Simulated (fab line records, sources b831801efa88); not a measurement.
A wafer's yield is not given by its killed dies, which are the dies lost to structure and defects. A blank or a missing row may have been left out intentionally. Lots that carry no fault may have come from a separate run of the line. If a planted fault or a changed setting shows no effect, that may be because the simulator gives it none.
Split-lot study + flow sfq_line + 23 wafers read across 5 lots, on a route 325 steps long

== THE SPLIT ==
At SFQ_TRILAYER_R5_DEP_SPUTTER_132 (material Ti, target thk 5 nm, time 5 s), the setting power_w was moved away from the recipe's 2000 W on 5 of the 23 wafers read, by -10.5% to -6.5%. All remaining wafers had this setting at the recipe value.

The reading is taken at the split's own step.

== THE READING ==
Ti_of_TRILAYER_R5_DEP_SPUTTER_132.thk_nm (the simulator's own value, which no gauge read), in nm, at SFQ_TRILAYER_R5_DEP_SPUTTER_132 (material Ti, target thk 5 nm, time 5 s). The file does not state a usual value for it. The 18 wafers here that ran the recipe average 5.009 nm, standard deviation 0.099 nm.

| wafer  | tool, chamber at the split | power_w as run, W | against the recipe | Ti_of_TRILAYER_R5_DEP_SPUTTER_132.thk_nm, nm | against lot-mates on the recipe |
|--------|----------------------------|-------------------|--------------------|----------------------------------------------|---------------------------------|
| L075.1 | pvd_sputter-06, -          | 2000              | recipe             | 4.925                                        | -                               |
| L075.2 | pvd_sputter-06, -          | 2000              | recipe             | 4.931                                        | -                               |
| L075.3 | pvd_sputter-06, -          | 2000              | recipe             | 5.063                                        | -                               |
| L075.5 | pvd_sputter-06, -          | 2000              | recipe             | 4.907                                        | -                               |
| L075.6 | pvd_sputter-06, -          | 2000              | recipe             | 4.941                                        | -                               |
| L077.1 | pvd_sputter-04, -          | 1870              | -6.5%              | 4.786                                        | -0.407                          |
| L077.3 | pvd_sputter-04, -          | 1870              | -6.5%              | 4.796                                        | -0.397                          |
| L077.4 | pvd_sputter-04, -          | 1870              | -6.5%              | 4.916                                        | -0.277                          |
| L077.5 | pvd_sputter-04, -          | 2000              | recipe             | 5.228                                        | -                               |
| L077.6 | pvd_sputter-04, -          | 2000              | recipe             | 5.158                                        | -                               |
| L078.1 | pvd_sputter-03, -          | 2000              | recipe             | 5.1                                          | -                               |
| L078.5 | pvd_sputter-03, -          | 2000              | recipe             | 5.097                                        | -                               |
| L078.6 | pvd_sputter-03, -          | 2000              | recipe             | 5.092                                        | -                               |
| L079.2 | pvd_sputter-04, -          | 1790              | -10.5%             | 4.435                                        | -0.461                          |
| L079.3 | pvd_sputter-04, -          | 1790              | -10.5%             | 4.312                                        | -0.584                          |
| L079.4 | pvd_sputter-04, -          | 2000              | recipe             | 4.94                                         | -                               |
| L079.5 | pvd_sputter-04, -          | 2000              | recipe             | 4.899                                        | -                               |
| L079.6 | pvd_sputter-04, -          | 2000              | recipe             | 4.848                                        | -                               |
| L080.1 | pvd_sputter-04, -          | 2000              | recipe             | 4.981                                        | -                               |
| L080.2 | pvd_sputter-04, -          | 2000              | recipe             | 5.005                                        | -                               |
| L080.3 | pvd_sputter-04, -          | 2000              | recipe             | 4.941                                        | -                               |
| L080.4 | pvd_sputter-04, -          | 2000              | recipe             | 5.027                                        | -                               |
| L080.5 | pvd_sputter-04, -          | 2000              | recipe             | 5.07                                         | -                               |

FIT RESULTS
A straight line over all 23 wafers: Ti_of_TRILAYER_R5_DEP_SPUTTER_132.thk_nm changes by +0.0493 nm for each +1% of power_w; r = +0.84; the points scatter about the line by 0.12 nm.
The same after taking each lot's own level away (the mean of its wafers on the recipe; 23 wafers): +0.0516 nm for each +1%; r = +0.97; scatter 0.05 nm.
The reading moves by 0.54 nm for the largest change in power_w, on that fit.
Measured against the standard deviation above, the lots' own levels, which go from 4.8957 to 5.1930 nm, span 3.0 times it.
The two slopes are in agreement: the lot-to-lot level therefore moves the slope only a little.
Check: -0.583 nm against its lot-mates is what the line predicts for one of the wafers moved furthest among these (-10.5%) when that wafer is left out of the fit. It came out at -0.461 nm against them.

== THESE WAFERS: OTHER SPLITS ==
Before the reading, these wafers also passed through other splits. Each is held against what the fit with the lots' levels taken away leaves over:
| other split on the same wafers                   | wafers away from the commonest value | r with Ti_of_TRILAYER_R5_DEP_SPUTTER_132.thk_nm (lot level and that fit taken away) |
|--------------------------------------------------|--------------------------------------|-------------------------------------------------------------------------------------|
| SFQ_TRILAYER_M3_LITHO_PEB_078 peb_temp_c         | 11                                   | +0.35                                                                               |
| SFQ_TRILAYER_M3_ETCH_METAL_ETCH_078 icp_w        | 5                                    | +0.23                                                                               |
| SFQ_TRILAYER_I3_VIA_LITHO_COAT_085 resist_thk_nm | 7                                    | -0.09                                                                               |
| SFQ_TRILAYER_M4_LITHO_COAT_093 resist_thk_nm     | 10                                   | +0.40                                                                               |
| SFQ_TRILAYER_I4_VIA_LITHO_COAT_108 spin_rpm      | 11                                   | +0.10                                                                               |
| SFQ_TRILAYER_JJ_CE_LITHO_COAT_119 spin_rpm       | 9                                    | -0.36                                                                               |
| SFQ_TRILAYER_M5_LITHO_EXPOSE_124 dose_mj         | 8                                    | +0.02                                                                               |

== THE FILE'S OWN FIT ==
Ti_of_TRILAYER_R5_DEP_SPUTTER_132.thk_nm changes by +0.0513 nm for each +1% of power_w, r = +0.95.
